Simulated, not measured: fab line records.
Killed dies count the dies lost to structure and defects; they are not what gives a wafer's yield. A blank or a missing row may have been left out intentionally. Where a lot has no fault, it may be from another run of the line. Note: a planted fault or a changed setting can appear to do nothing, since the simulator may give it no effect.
Chamber matching + flow gf180mcu + 3 sister chambers for GF_CONTACT_CVD_02 on pecvd-03
The step deposits SiO2 from TEOS, target thk 860 nm, time 95.992 s. 14 wafers are shown with their chamber, then 6 later ones without.

== EACH WAFER AND ITS CHAMBER ==
| wafer  | chamber | heater-power-w (W) | heater-power-outer-w (W) | susceptor-temp-C (C) |
|--------|---------|--------------------|--------------------------|----------------------|
| L254.1 | 1       | 530                | 282                      | 399.74               |
| L254.2 | 2       | 454                | 266                      | 400.00               |
| L254.3 | 2       | 506                | 314                      | 400.03               |
| L255.2 | 0       | 583                | 329                      | 400.03               |
| L255.5 | 2       | 447                | 263                      | 400.01               |
| L255.6 | 1       | 625                | 349                      | 399.58               |
| L256.1 | 2       | 546                | 332                      | 399.90               |
| L256.4 | 1       | 615                | 347                      | 400.06               |
| L256.6 | 2       | 569                | 350                      | 400.13               |
| L261.4 | 0       | 513                | 284                      | 400.05               |
| L261.5 | 1       | 600                | 332                      | 399.82               |
| L269.3 | 1       | 587                | 341                      | 400.00               |
| L269.4 | 0       | 529                | 279                      | 399.75               |
| L269.6 | 1       | 612                | 361                      | 400.09               |

SIGNATURES (averages over the wafers above)
| reading              | chamber 0 | chamber 1 | chamber 2 | scatter within a chamber |
|----------------------|-----------|-----------|-----------|--------------------------|
| heater-power-w       | 541.67    | 594.83    | 504.40    | 43                       |
| heater-power-outer-w | 297.33    | 335.33    | 305.00    | 32.3                     |
| susceptor-temp-C     | 399.9433  | 399.8817  | 400.0140  | 0.162                    |
Rule: a wafer lies at a distance from a chamber equal to the root of the sum of squares, over the readings, of (its reading less the chamber's mean, divided by the reading's scatter). If the next closest chamber is less than 2 further off than the closest, the wafer can't be placed; otherwise it belongs to the closest. The scatter: take each reading less its chamber's mean, square it, sum over the shown wafers, divide by the number of wafers less the number of chambers, and take the root.

== WAFERS WHOSE CHAMBER IS MISSING ==
| wafer  | heater-power-w (W) | heater-power-outer-w (W) | susceptor-temp-C (C) |
|--------|--------------------|--------------------------|----------------------|
| L273.1 | 554                | 304                      | 400.05               |
| L273.5 | 565                | 311                      | 399.68               |
| L273.6 | 576                | 337                      | 400.32               |
| L274.1 | 597                | 347                      | 400.11               |
| L274.2 | 545                | 306                      | 399.61               |
| L274.3 | 461                | 282                      | 400.08               |

== CHAMBER TAKEN BY EACH ==
| wafer  | from the rows above          | in truth |
|--------|------------------------------|----------|
| L273.1 | can't be placed: 0 or 2 or 1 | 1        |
| L273.5 | can't be placed: 1 or 0 or 2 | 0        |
| L273.6 | can't be placed: 2 or 1 or 0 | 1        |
| L274.1 | can't be placed: 1 or 0 or 2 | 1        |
| L274.2 | can't be placed: 0 or 1 or 2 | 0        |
| L274.3 | can't be placed: 2 or 0      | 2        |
Correctly placed: 0 of 6. Can't be placed from these rows: 6 (the true chamber is among the candidates in 6). Wrongly placed: 0.
